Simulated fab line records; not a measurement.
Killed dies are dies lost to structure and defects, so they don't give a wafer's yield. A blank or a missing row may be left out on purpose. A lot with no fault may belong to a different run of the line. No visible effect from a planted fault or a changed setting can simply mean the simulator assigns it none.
Which tool did it? :: flow gf180mcu :: Sampling: 11 lots, 33 wafers, 3 of 602 route steps

## WHAT THE GAUGES READ, wafer by wafer
GF_M3_RS_MEAS_05: a four-point-probe measurement.
lot: L833
measured: day 20 21:23
on: film metro-03
M3_ALCU_RS (ohm/sq): 0.0687 0.0690 0.0698

lot: L838
measured: day 22 16:47
on: film metro-03
M3_ALCU_RS (ohm/sq): 0.0692 0.0695 0.0694

lot: L840
measured: day 23 11:02
on: film metro-01
M3_ALCU_RS (ohm/sq): 0.0698 0.0697 0.0696

lot: L842
measured: day 23 23:23
on: film metro-01
M3_ALCU_RS (ohm/sq): 0.0710 0.0710 0.0711

lot: L845
measured: day 24 20:58
on: film metro-01
M3_ALCU_RS (ohm/sq): 0.0683 0.0698 0.0695

lot: L847
measured: day 25 22:09
on: film metro-03
M3_ALCU_RS (ohm/sq): 0.0699 0.0695 0.0696

lot: L850
measured: day 26 11:37
on: film metro-04
M3_ALCU_RS (ohm/sq): 0.0704 0.0704 0.0705

lot: L851
measured: day 26 20:20
on: film metro-04
M3_ALCU_RS (ohm/sq): 0.0715 0.0711 0.0707

lot: L852
measured: day 27 04:55
on: film metro-03
M3_ALCU_RS (ohm/sq): 0.0704 0.0696 0.0692

lot: L853
measured: day 27 11:18
on: film metro-03
M3_ALCU_RS (ohm/sq): 0.0708 0.0700 0.0704

lot: L854
measured: day 27 13:54
on: film metro-04
M3_ALCU_RS (ohm/sq): 0.0697 0.0692 0.0700

## WHICH TOOL RAN EACH LOT (tool, then ch and the chambers of the sampled wafers, then the start)
lot: L833
GF_V2_CVD_23: cvd w-01 ch 0,1, day 20 20:34
GF_M3_SPUTTER_04: pvd sputter-03, day 20 21:19

lot: L838
GF_V2_CVD_23: cvd w-02 ch 0,1, day 22 15:58
GF_M3_SPUTTER_04: pvd sputter-01, day 22 16:44

lot: L840
GF_V2_CVD_23: cvd w-02 ch 1, day 23 10:13
GF_M3_SPUTTER_04: pvd sputter-04, day 23 11:00

lot: L842
GF_V2_CVD_23: cvd w-02 ch 0,1, day 23 22:35
GF_M3_SPUTTER_04: pvd sputter-04, day 23 23:21

lot: L845
GF_V2_CVD_23: cvd w-01 ch 0,1, day 24 20:10
GF_M3_SPUTTER_04: pvd sputter-03, day 24 20:56

lot: L847
GF_V2_CVD_23: cvd w-02 ch 1, day 25 17:36
GF_M3_SPUTTER_04: pvd sputter-04, day 25 22:05

lot: L850
GF_V2_CVD_23: cvd w-01 ch 0, day 26 10:48
GF_M3_SPUTTER_04: pvd sputter-03, day 26 11:34

lot: L851
GF_V2_CVD_23: cvd w-02 ch 0,1, day 26 19:30
GF_M3_SPUTTER_04: pvd sputter-04, day 26 20:16

lot: L852
GF_V2_CVD_23: cvd w-02 ch 0,1, day 27 04:06
GF_M3_SPUTTER_04: pvd sputter-01, day 27 04:52

lot: L853
GF_V2_CVD_23: cvd w-01 ch 0,1, day 27 10:29
GF_M3_SPUTTER_04: pvd sputter-04, day 27 11:16

lot: L854
GF_V2_CVD_23: cvd w-01 ch 0,1, day 27 13:04
GF_M3_SPUTTER_04: pvd sputter-04, day 27 13:50
- GF_V2_CVD_23: deposits W, target thk 350 nm, time 104.94 s.
- GF_M3_SPUTTER_04: material TiN, target thk 50 nm, time 41.7 s.

## THE ANSWER, worked out from the rows above alone
Rule: usual is defined by the lots themselves. Put in order of their means at a reading, lots are off if they are a third of the lots or fewer, leave a main group of 4 or more, and stand apart from it by a gap of 3 or more times the standard deviation of the main group's means; of several such gaps the widest counts. A main group is skipped when, at the precision printed for the reading in the tables above, its means are all equal. A lot without any number at a reading at which 4 lots or more have one is off too. All remaining lots with rows at the step are treated as sound.
Nothing can be told from this: no lot is off at any reading shown.

## WHAT THE SIMULATOR HAD PUT IN
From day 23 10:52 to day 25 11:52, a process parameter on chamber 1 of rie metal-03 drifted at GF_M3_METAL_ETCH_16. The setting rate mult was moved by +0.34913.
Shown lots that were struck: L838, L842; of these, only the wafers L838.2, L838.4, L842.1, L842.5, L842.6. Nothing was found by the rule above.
